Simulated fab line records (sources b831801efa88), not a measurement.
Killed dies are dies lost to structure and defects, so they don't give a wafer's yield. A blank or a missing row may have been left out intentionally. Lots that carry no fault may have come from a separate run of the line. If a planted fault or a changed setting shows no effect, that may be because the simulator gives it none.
What tool caused it? | flow sky130 | 13 lots with 39 wafers sampled at 4 steps, on a route of 708 steps

== WHAT EACH GAUGE READ, for each wafer ==
SKY_SD_P_CD_MEAS_07 targets a cd of 380 nm.
lot  | measured     | on        | cd_nm (nm)
L702 | day 25 23:38 | cd_sem-01 | 377.9 378.6 376.9
L703 | day 26 09:53 | cd_sem-01 | 376.2 377.5 378.9
L705 | day 26 21:55 | cd_sem-01 | 381.8 379.8 379.6
L706 | day 27 12:56 | cd_sem-02 | 378.1 380.6 383.7
L707 | day 28 01:37 | cd_sem-01 | 384.1 383.1 381.8
L710 | day 29 08:26 | cd_sem-01 | 382.8 383.1 383.2
L711 | day 29 16:32 | cd_sem-01 | 378.8 379.3 378.9
L712 | day 29 15:43 | cd_sem-01 | 380.9 380.2 378.5
L717 | day 31 14:10 | cd_sem-01 | 380.3 381.7 380.6
L719 | day 31 19:50 | cd_sem-01 | 382.9 379.5 381.0
L721 | day 32 11:35 | cd_sem-01 | 382.4 380.3 382.5
L722 | day 32 19:25 | cd_sem-02 | 381.3 380.3 377.6
L723 | day 32 22:58 | cd_sem-02 | 379.8 377.1 377.0

== EACH LOT AND THE TOOL THAT RAN IT (in order: tool; ch and the chambers of the sampled wafers; start) ==
lot  | SKY_NWELL_IMPLANT_13            | SKY_VT_ADJUST_LVTN_STRIP_20          | SKY_POLY_CUT_ETCH_10
L702 | implanter-04 ch 0, day 5 00:14  | plasma_asher-01 ch 0, day 8 04:25    | rie_diel-04 ch 0,1, day 24 17:38
L703 | implanter-02 ch 0, day 5 05:47  | plasma_asher-02 ch 0,1, day 8 10:49  | rie_diel-01 ch 0,2,3, day 25 05:09
L705 | implanter-04 ch 0, day 5 17:17  | plasma_asher-01 ch 0,1, day 8 22:58  | rie_diel-01 ch 1,3, day 25 17:00
L706 | implanter-02 ch 0, day 5 23:20  | plasma_asher-01 ch 0,1, day 9 06:25  | rie_diel-02 ch 1,2,3, day 26 08:03
L707 | implanter-04 ch 0, day 6 08:33  | plasma_asher-01 ch 0,1, day 9 16:55  | rie_diel-01 ch 0,2, day 26 21:18
L710 | implanter-02 ch 0, day 7 06:50  | plasma_asher-01 ch 1, day 10 20:53   | rie_diel-04 ch 0,1, day 28 04:06
L711 | implanter-02 ch 0, day 7 11:17  | plasma_asher-01 ch 0,1, day 10 23:56 | rie_diel-04 ch 0,2,3, day 28 12:09
L712 | implanter-01 ch 0, day 7 11:50  | plasma_asher-02 ch 0,1, day 11 00:50 | rie_diel-01 ch 0,2,3, day 28 11:19
L717 | implanter-02 ch 0, day 8 21:35  | plasma_asher-04 ch 0,1, day 12 18:49 | rie_diel-02 ch 0,1,3, day 30 11:23
L719 | implanter-02 ch 0, day 9 03:12  | plasma_asher-02 ch 0,1, day 13 01:14 | rie_diel-04 ch 0,3, day 30 17:24
L721 | implanter-04 ch 0, day 9 18:03  | plasma_asher-04 ch 0,1, day 13 17:31 | rie_diel-02 ch 0,2, day 31 08:36
L722 | implanter-01 ch 0, day 9 21:36  | plasma_asher-02 ch 0, day 13 22:49   | rie_diel-04 ch 0,1,3, day 31 16:57
L723 | implanter-04 ch 0, day 10 07:08 | plasma_asher-01 ch 0,1, day 14 08:46 | rie_diel-01 ch 0,1,2, day 31 19:45
- SKY_NWELL_IMPLANT_13
- SKY_VT_ADJUST_LVTN_STRIP_20: strips in O2/N2.
- SKY_POLY_CUT_ETCH_10: etches BARC in N2/H2, stops on SiO2, time 45.9 s, target depth 60 nm.

== AS READ BY THE TOOLS THEMSELVES (means over the sampled wafers that have a number; for cases with no such wafer, the mark the record gives instead) ==
SKY_NWELL_IMPLANT_13.
lot  | tool         | beam_energy_keV
L702 | implanter-04 | 50.009
L703 | implanter-02 | 49.995
L705 | implanter-04 | 49.996
L706 | implanter-02 | 49.993
L707 | implanter-04 | 50.025
L710 | implanter-02 | 49.987
L711 | implanter-02 | 50.013
L712 | implanter-01 | 50.000
L717 | implanter-02 | 49.200
L719 | implanter-02 | 49.189
L721 | implanter-04 | 49.999
L722 | implanter-01 | 50.019
L723 | implanter-04 | 50.012

SKY_VT_ADJUST_LVTN_STRIP_20.
lot  | tool            | drypump_motor_current_A (A) | oes_product_au (a.u.) | strip_time_to_endpoint_s (s)
L702 | plasma_asher-01 | 5.9                         | 0.716                 | 14.23
L703 | plasma_asher-02 | 5.0                         | 0.713                 | 14.21
L705 | plasma_asher-01 | 5.7                         | 0.715                 | 14.19
L706 | plasma_asher-01 | 5.6                         | 0.713                 | 14.19
L707 | plasma_asher-01 | 5.5                         | 0.712                 | 14.20
L710 | plasma_asher-01 | 5.4                         | 0.714                 | 14.14
L711 | plasma_asher-01 | 5.7                         | 0.717                 | 14.17
L712 | plasma_asher-02 | 5.1                         | 0.713                 | 14.19
L717 | plasma_asher-04 | 5.6                         | 0.713                 | 14.19
L719 | plasma_asher-02 | 5.1                         | 0.712                 | 14.19
L721 | plasma_asher-04 | 5.6                         | 0.709                 | 14.16
L722 | plasma_asher-02 | 5.1                         | 0.717                 | 14.21
L723 | plasma_asher-01 | 5.5                         | 0.713                 | 14.25

SKY_POLY_CUT_ETCH_10.
lot  | tool        | drypump_motor_current_A (A) | oes_product_au (a.u.) | throttle_valve_pct (%)
L702 | rie_diel-04 | 6.1                         | 0.859                 | 13.230
L703 | rie_diel-01 | 6.1                         | 0.855                 | 13.219
L705 | rie_diel-01 | 5.5                         | 0.853                 | 13.219
L706 | rie_diel-02 | 6.0                         | 0.854                 | 13.217
L707 | rie_diel-01 | 6.4                         | 0.852                 | 13.223
L710 | rie_diel-04 | 6.3                         | 0.856                 | 13.227
L711 | rie_diel-04 | 5.9                         | 0.852                 | 13.225
L712 | rie_diel-01 | 6.0                         | 0.855                 | 13.222
L717 | rie_diel-02 | 6.0                         | 0.857                 | 13.234
L719 | rie_diel-04 | 6.3                         | 0.852                 | 13.231
L721 | rie_diel-02 | 5.6                         | 0.861                 | 13.224
L722 | rie_diel-04 | 6.1                         | 0.854                 | 13.222
L723 | rie_diel-01 | 6.1                         | 0.854                 | 13.229

== THE ANSWER, worked out from the rows above alone ==
Rule: the lots themselves supply what counts as usual. Put in order of their means at a reading, lots are off if they are a third of the lots or fewer, leave a main group of 4 or more, and stand apart from it by a gap of 3 or more times the standard deviation of the main group's means; of several such gaps the widest counts. A main group whose means are all the same, to the digits that the tables above print for the reading, isn't used. A lot without any number at a reading at which 4 lots or more have one is off too. The other lots that the step has rows for count as sound. After the gauges, taken in route order, come the tools' own readings; for these a lot's mean is taken, as printed above. At the first step where some lot is off, the reading lying furthest off is the one used; lots without a number count as furthest.
Off at SKY_NWELL_IMPLANT_13 (beam_energy_keV): L717, L719. For the main group the mean is 50.004 and the standard deviation 0.011.
If a tool, at that step or one of the process steps before it, ran each lot that is off and ran no sound lot following the first of them, it fits. One fits: SKY_NWELL_IMPLANT_13 on implanter-02. Its last sound lot is L711 (day 7 11:17), its first lot that is off L717 (day 8 21:35): a fault that began between those two fits.
On the lots that are off, the tool's own readings at SKY_NWELL_IMPLANT_13 differ by more than 5 times the standard deviation of the sound lots' means, which bears it out; beam_energy_keV reads 49.195 there versus 50.004 on the sound lots.

== WHAT WAS PUT IN BY THE SIMULATOR ==
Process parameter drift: implanter-02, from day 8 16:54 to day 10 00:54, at SKY_NWELL_IMPLANT_13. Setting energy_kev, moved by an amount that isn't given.
Shown lots that were struck: L717, L719. This agrees with what the rule above found.
